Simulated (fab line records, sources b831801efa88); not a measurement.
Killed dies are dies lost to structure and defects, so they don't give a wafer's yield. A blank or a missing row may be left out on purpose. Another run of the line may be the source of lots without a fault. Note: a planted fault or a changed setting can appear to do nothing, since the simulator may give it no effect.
The tool behind it: which one? / flow sky130 / Sampling: 11 lots, 33 wafers, 4 of 708 route steps

## WHAT EACH GAUGE READ, for each wafer
SKY_CONTACT_RS_MEAS_25: measurement is done with a four-point probe.
lot=L765; measured=day 31 04:10; on=filmMetro-03; CONTACT_W_RS (ohm/sq)=0.342 0.344 0.344
lot=L766; measured=day 31 10:30; on=filmMetro-03; CONTACT_W_RS (ohm/sq)=0.338 0.342 0.337
lot=L768; measured=day 32 05:29; on=filmMetro-01; CONTACT_W_RS (ohm/sq)=0.345 0.346 0.345
lot=L769; measured=day 33 09:12; on=filmMetro-03; CONTACT_W_RS (ohm/sq)=0.340 0.340 0.340
lot=L770; measured=day 33 17:50; on=filmMetro-03; CONTACT_W_RS (ohm/sq)=0.331 0.329 0.333
lot=L771; measured=day 33 19:08; on=filmMetro-03; CONTACT_W_RS (ohm/sq)=0.338 0.345 0.340
lot=L773; measured=day 34 04:03; on=filmMetro-01; CONTACT_W_RS (ohm/sq)=0.344 0.340 0.349
lot=L781; measured=day 36 11:21; on=filmMetro-03; CONTACT_W_RS (ohm/sq)=0.221 0.223 0.221
lot=L782; measured=day 36 20:20; on=filmMetro-04; CONTACT_W_RS (ohm/sq)=0.223 0.225 0.224
lot=L783; measured=day 36 23:38; on=filmMetro-03; CONTACT_W_RS (ohm/sq)=0.346 0.342 0.344
lot=L785; measured=day 37 16:04; on=filmMetro-04; CONTACT_W_RS (ohm/sq)=0.339 0.343 0.341

## WHICH TOOL RAN EACH LOT (tool, then ch and the chambers of the sampled wafers, then the start)
lot=L765; SKY_LOCAL_INTERCONNECT_ETCH_13=rieMetal-01 ch 0,1, day 29 23:14; SKY_CONTACT_SPUTTER_23=pvdSputter-01, day 31 03:59; SKY_CONTACT_CVD_24=cvdW-01 ch 0,1, day 31 04:02
lot=L766; SKY_LOCAL_INTERCONNECT_ETCH_13=rieMetal-04 ch 0,1, day 30 05:59; SKY_CONTACT_SPUTTER_23=pvdSputter-04, day 31 10:19; SKY_CONTACT_CVD_24=cvdW-01 ch 0,1, day 31 10:22
lot=L768; SKY_LOCAL_INTERCONNECT_ETCH_13=rieMetal-04 ch 0,1, day 31 00:45; SKY_CONTACT_SPUTTER_23=pvdSputter-03, day 32 05:19; SKY_CONTACT_CVD_24=cvdW-01 ch 0,1, day 32 05:23
lot=L769; SKY_LOCAL_INTERCONNECT_ETCH_13=rieMetal-04 ch 0,1, day 32 03:42; SKY_CONTACT_SPUTTER_23=pvdSputter-01, day 33 09:02; SKY_CONTACT_CVD_24=cvdW-02 ch 0,1, day 33 09:05
lot=L770; SKY_LOCAL_INTERCONNECT_ETCH_13=rieMetal-04 ch 0,1, day 32 11:57; SKY_CONTACT_SPUTTER_23=pvdSputter-03, day 33 17:40; SKY_CONTACT_CVD_24=cvdW-02 ch 0,1, day 33 17:44
lot=L771; SKY_LOCAL_INTERCONNECT_ETCH_13=rieMetal-02 ch 0,1, day 32 13:27; SKY_CONTACT_SPUTTER_23=pvdSputter-01, day 33 18:58; SKY_CONTACT_CVD_24=cvdW-01 ch 1, day 33 19:02
lot=L773; SKY_LOCAL_INTERCONNECT_ETCH_13=rieMetal-01 ch 0,1, day 32 23:14; SKY_CONTACT_SPUTTER_23=pvdSputter-01, day 34 03:53; SKY_CONTACT_CVD_24=cvdW-02 ch 0,1, day 34 03:56
lot=L781; SKY_LOCAL_INTERCONNECT_ETCH_13=rieMetal-02 ch 0,1, day 35 07:51; SKY_CONTACT_SPUTTER_23=pvdSputter-01, day 36 11:07; SKY_CONTACT_CVD_24=cvdW-02 ch 0,1, day 36 11:13
lot=L782; SKY_LOCAL_INTERCONNECT_ETCH_13=rieMetal-02 ch 0, day 35 18:54; SKY_CONTACT_SPUTTER_23=pvdSputter-04, day 36 20:10; SKY_CONTACT_CVD_24=cvdW-02 ch 0,1, day 36 20:14
lot=L783; SKY_LOCAL_INTERCONNECT_ETCH_13=rieMetal-01 ch 1, day 35 21:34; SKY_CONTACT_SPUTTER_23=pvdSputter-03, day 36 23:26; SKY_CONTACT_CVD_24=cvdW-01 ch 0,1, day 36 23:32
lot=L785; SKY_LOCAL_INTERCONNECT_ETCH_13=rieMetal-02 ch 0,1, day 36 11:21; SKY_CONTACT_SPUTTER_23=pvdSputter-04, day 37 15:53; SKY_CONTACT_CVD_24=cvdW-01 ch 0,1, day 37 15:57
- SKY_LOCAL_INTERCONNECT_ETCH_13: etches BARC in N2/H2, stops on SiO2, time 45.9 s, target depth 60 nm.
- SKY_CONTACT_SPUTTER_23: material TiN, target thk 20 nm, time 80 s.
- SKY_CONTACT_CVD_24: deposits W, target thk 340 nm, time 102.12 s.

## THE ANSWER, worked out from the rows above alone
Rule: the usual values come from the lots themselves. Put in order of their means at a reading, lots are off if they are a third of the lots or fewer, leave a main group of 4 or more, and stand apart from it by a gap of 3 or more times the standard deviation of the main group's means; of several such gaps the widest counts. Not used: any main group whose means are identical at the precision the tables above print for the reading. A lot without any number at a reading at which 4 lots or more have one is off too. Any other lot the step has rows for is counted as sound.
Off: L781, L782, at SKY_CONTACT_RS_MEAS_25 (CONTACT_W_RS). For the main group the mean is 0.341 ohm/sq and the standard deviation 0.0041.
A tool fits if, at a process step before that reading, it ran every lot that is off, and no sound lot after the first of them. Those tools and the gauges at SKY_CONTACT_RS_MEAS_25 are tried in the same way. One fits: SKY_CONTACT_CVD_24 on cvdW-02. A fault onset in the window from L773 (day 34 03:56, its last sound lot) to L781 (day 36 11:13, its first lot off) fits.

## WHAT HAD BEEN PUT IN BY THE SIMULATOR
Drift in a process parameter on cvdW-02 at SKY_CONTACT_CVD_24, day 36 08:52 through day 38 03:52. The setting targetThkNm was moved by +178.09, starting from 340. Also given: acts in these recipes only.
Lots struck among those shown: L781, L782. The same result came from the rule above.
